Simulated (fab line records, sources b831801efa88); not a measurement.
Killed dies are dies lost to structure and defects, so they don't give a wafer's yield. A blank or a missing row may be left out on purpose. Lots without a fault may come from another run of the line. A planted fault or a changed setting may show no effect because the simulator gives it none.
Which tool did it? | flow gf180mcu | 11 lots, 33 wafers sampled, at 6 steps of a route of 602

WHAT THE GAUGES READ, wafer by wafer
GF_STI_THK_MEAS_24.
lot  | measured    | on            | STI_CVD_23_THK (nm)
L532 | day 2 03:25 | film_metro-04 | 643 655 640
L533 | day 2 08:47 | film_metro-03 | 648 650 643
L535 | day 2 19:32 | film_metro-02 | 648 639 643
L536 | day 3 01:38 | film_metro-03 | 656 653 650
L537 | day 3 05:13 | film_metro-04 | 652 655 650
L540 | day 3 21:14 | film_metro-03 | 654 647 645
L542 | day 4 07:14 | film_metro-04 | 665 650 651
L543 | day 4 12:01 | film_metro-03 | 662 656 650
L544 | day 4 19:17 | film_metro-04 | 647 645 652
L551 | day 6 05:58 | film_metro-04 | 659 649 416 659 649 416
L552 | day 6 10:02 | film_metro-03 | 643 650 417 643 649 417

GF_HV_LDD_THK_MEAS_55.
lot  | measured     | on            | HV_LDD_CVD_54_THK (nm)
L532 | day 12 09:38 | film_metro-04 | 10.14 10.03 9.96
L533 | day 12 14:20 | film_metro-04 | 10.06 9.99 10.13
L535 | day 13 13:32 | film_metro-01 | 9.99 9.90 9.91
L536 | day 13 17:07 | film_metro-01 | 10.11 10.09 10.09
L537 | day 13 23:35 | film_metro-02 | 10.06 10.04 10.01
L540 | day 14 23:49 | film_metro-01 | 10.00 9.92 10.03
L542 | day 15 22:29 | film_metro-02 | 9.97 9.88 9.91
L543 | day 16 06:36 | film_metro-02 | 10.06 9.94 10.07
L544 | day 16 17:58 | film_metro-04 | 9.98 10.06 9.97
L551 | day 18 21:07 | film_metro-01 | 9.96 10.11
L552 | day 19 06:30 | film_metro-02 | 9.92 9.82

WHICH TOOL RAN EACH LOT (tool, then ch and the chambers of the sampled wafers, then the start)
lot  | GF_STI_ETCH_14                  | GF_STI_CVD_23                   | GF_STI_CMP_25                | GF_HV_LDD_RTA_52
L532 | rie_si-02 ch 0,1,3, day 2 01:19 | hdpcvd-01 ch 1,2, day 2 03:19   | cmp-01 ch 0,2, day 2 03:31   | rtp_anneal-02 ch 0, day 12 08:26
L533 | rie_si-02 ch 2,3, day 2 06:16   | hdpcvd-01 ch 0,2, day 2 08:42   | cmp-01 ch 0,2,3, day 2 08:56 | rtp_anneal-02 ch 0, day 12 13:07
L535 | rie_si-02 ch 2,3, day 2 17:44   | hdpcvd-02 ch 0,1,2, day 2 19:26 | cmp-02 ch 1,2,3, day 2 19:38 | rtp_anneal-01 ch 0, day 13 12:20
L536 | rie_si-02 ch 1,2,3, day 2 23:04 | hdpcvd-02 ch 0,1, day 3 01:34   | cmp-02 ch 0,1,2, day 3 01:45 | rtp_anneal-02 ch 0, day 13 15:35
L537 | rie_si-01 ch 0,1,2, day 3 03:25 | hdpcvd-02 ch 0,1, day 3 05:08   | cmp-01 ch 0,1,2, day 3 05:16 | rtp_anneal-02 ch 0, day 13 21:52
L540 | rie_si-01 ch 0,3, day 3 19:04   | hdpcvd-02 ch 0,2, day 3 21:09   | cmp-02 ch 0,3, day 3 21:28   | rtp_anneal-01 ch 0, day 14 22:37
L542 | rie_si-02 ch 0,2,3, day 4 05:16 | hdpcvd-01 ch 0,1,2, day 4 07:09 | cmp-01 ch 0,1,3, day 4 07:29 | rtp_anneal-01 ch 0, day 15 21:16
L543 | rie_si-01 ch 1,2,3, day 4 10:14 | hdpcvd-01 ch 0,1,2, day 4 11:56 | cmp-01 ch 1,2,3, day 4 12:08 | rtp_anneal-02 ch 0, day 16 05:24
L544 | rie_si-02 ch 0,1,2, day 4 14:37 | hdpcvd-01 ch 0,1, day 4 19:12   | cmp-02 ch 0,1, day 4 19:20   | rtp_anneal-02 ch 0, day 16 16:46
L551 | rie_si-02 ch 0,2,3, day 6 04:10 | hdpcvd-01 ch 0,1, day 6 05:53   | cmp-02 ch 1,2, day 6 10:17   | rtp_anneal-01 ch 0, day 18 19:55
L552 | rie_si-01 ch 0,1,3, day 6 08:11 | hdpcvd-01 ch 0,1,2, day 6 09:58 | cmp-01 ch 1,2,3, day 6 14:38 | rtp_anneal-02 ch 0, day 19 05:17
- GF_STI_ETCH_14: etches Si in HBr/Cl2/O2, target depth 360 nm, time 102.9 s.
- GF_STI_CVD_23: deposits SiO2, target thk 650 nm, time 108.3 s.
- GF_STI_CMP_25: polishes, stops on Si3N4, t overpolish 33 s, target thk 524.6 nm.
- GF_HV_LDD_RTA_52: time 10 s.

WHAT THE TOOLS THEMSELVES READ (means of the sampled wafers that have a number; where no wafer has one, the mark that the record gives instead)
GF_STI_ETCH_14.
lot  | tool      | HBr_flow_sccm (sccm) | drypump_motor_current_A (A) | oes_product_au (a.u.) | throttle_valve_pct (%)
L532 | rie_si-02 | 150.3                | 6.3                         | 0.989                 | 25.680
L533 | rie_si-02 | 150.3                | 5.8                         | 0.989                 | 25.662
L535 | rie_si-02 | 149.5                | 5.8                         | 0.989                 | 25.671
L536 | rie_si-02 | 149.7                | 6.0                         | 0.988                 | 25.671
L537 | rie_si-01 | 149.6                | 5.7                         | 1.011                 | 25.661
L540 | rie_si-01 | 150.1                | 5.8                         | 1.002                 | 25.653
L542 | rie_si-02 | 150.2                | 6.0                         | 0.981                 | 25.669
L543 | rie_si-01 | 149.9                | 5.5                         | 1.001                 | 25.647
L544 | rie_si-02 | 150.1                | 6.2                         | 0.978                 | 25.675
L551 | rie_si-02 | 150.2                | 6.0                         | 0.976                 | 25.669
L552 | rie_si-01 | 150.0                | 5.8                         | 1.000                 | 25.653

GF_STI_CVD_23.
lot  | tool      | susceptor_temp_C (C)
L532 | hdpcvd-01 | 600.00
L533 | hdpcvd-01 | 600.13
L535 | hdpcvd-02 | 599.86
L536 | hdpcvd-02 | 600.04
L537 | hdpcvd-02 | 600.02
L540 | hdpcvd-02 | 599.67
L542 | hdpcvd-01 | 599.74
L543 | hdpcvd-01 | 599.84
L544 | hdpcvd-01 | 599.82
L551 | hdpcvd-01 | 600.03
L552 | hdpcvd-01 | 599.94

GF_STI_CMP_25.
lot  | tool   | head_pressure_psi (psi) | motor_current_A (A) | time_to_endpoint_s (s)
L532 | cmp-01 | 3.990                   | 10.7                | 123
L533 | cmp-01 | 3.999                   | 11.7                | 124
L535 | cmp-02 | 3.999                   | 11.7                | 123
L536 | cmp-02 | 3.997                   | 12.0                | 127
L537 | cmp-01 | 4.007                   | 10.9                | 125
L540 | cmp-02 | 3.991                   | 12.2                | 123
L542 | cmp-01 | 4.008                   | 12.1                | 121
L543 | cmp-01 | 4.009                   | 11.4                | 124
L544 | cmp-02 | 3.998                   | 12.1                | 122
L551 | cmp-02 | 3.996                   | 11.2                | 106
L552 | cmp-01 | 3.998                   | 11.4                | 112

GF_HV_LDD_RTA_52.
lot  | tool          | lamp_power_pct (%) | wafer_temp_C_max
L532 | rtp_anneal-02 | 34.7               | 1003.7
L533 | rtp_anneal-02 | 34.7               | 1004.0
L535 | rtp_anneal-01 | 34.0               | 1004.8
L536 | rtp_anneal-02 | 34.7               | 1003.7
L537 | rtp_anneal-02 | 34.7               | 1003.1
L540 | rtp_anneal-01 | 34.0               | 1004.1
L542 | rtp_anneal-01 | 34.0               | 1004.3
L543 | rtp_anneal-02 | 34.7               | 1003.8
L544 | rtp_anneal-02 | 34.7               | 1003.6
L551 | rtp_anneal-01 | 34.0               | 1004.7
L552 | rtp_anneal-02 | 34.8               | 1004.3

THE ANSWER, worked out from the rows above alone
Rule: what is usual is taken from the lots themselves. Put in order of their means at a reading, lots are off if they are a third of the lots or fewer, leave a main group of 4 or more, and stand apart from it by a gap of 3 or more times the standard deviation of the main group's means; of several such gaps the widest counts. A main group whose means are all the same, to the digits that the tables above print for the reading, isn't used. A lot without any number at a reading at which 4 lots or more have one is off too. The other lots that the step has rows for count as sound. The gauges are gone through in route order, then the tools' own readings, and for those a lot's mean is taken as printed above. The first step at which some lot is off is used, and at that step the reading that is off furthest; a lot without a number counts as furthest.
Off: L551, L552, at GF_STI_THK_MEAS_24 (STI_CVD_23_THK). The main group: mean 650 nm, standard deviation 4.1.
A tool fits if, at a process step before that reading, it ran every lot that is off, and no sound lot after the first of them. The gauges at GF_STI_THK_MEAS_24 aren't tried: what is off there is off at GF_STI_CMP_25 too, on other tools, and a gauge's error can't cause that. One fits: hdpcvd-01 at GF_STI_CVD_23. Its last sound lot is L544 (day 4 19:12), its first lot that is off L551 (day 6 05:53): a fault that began between those two fits.

WHAT THE SIMULATOR HAD PUT IN
Process parameter drift: hdpcvd-01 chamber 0, from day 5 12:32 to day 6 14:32, at GF_STI_CVD_23. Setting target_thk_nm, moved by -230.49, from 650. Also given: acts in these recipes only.
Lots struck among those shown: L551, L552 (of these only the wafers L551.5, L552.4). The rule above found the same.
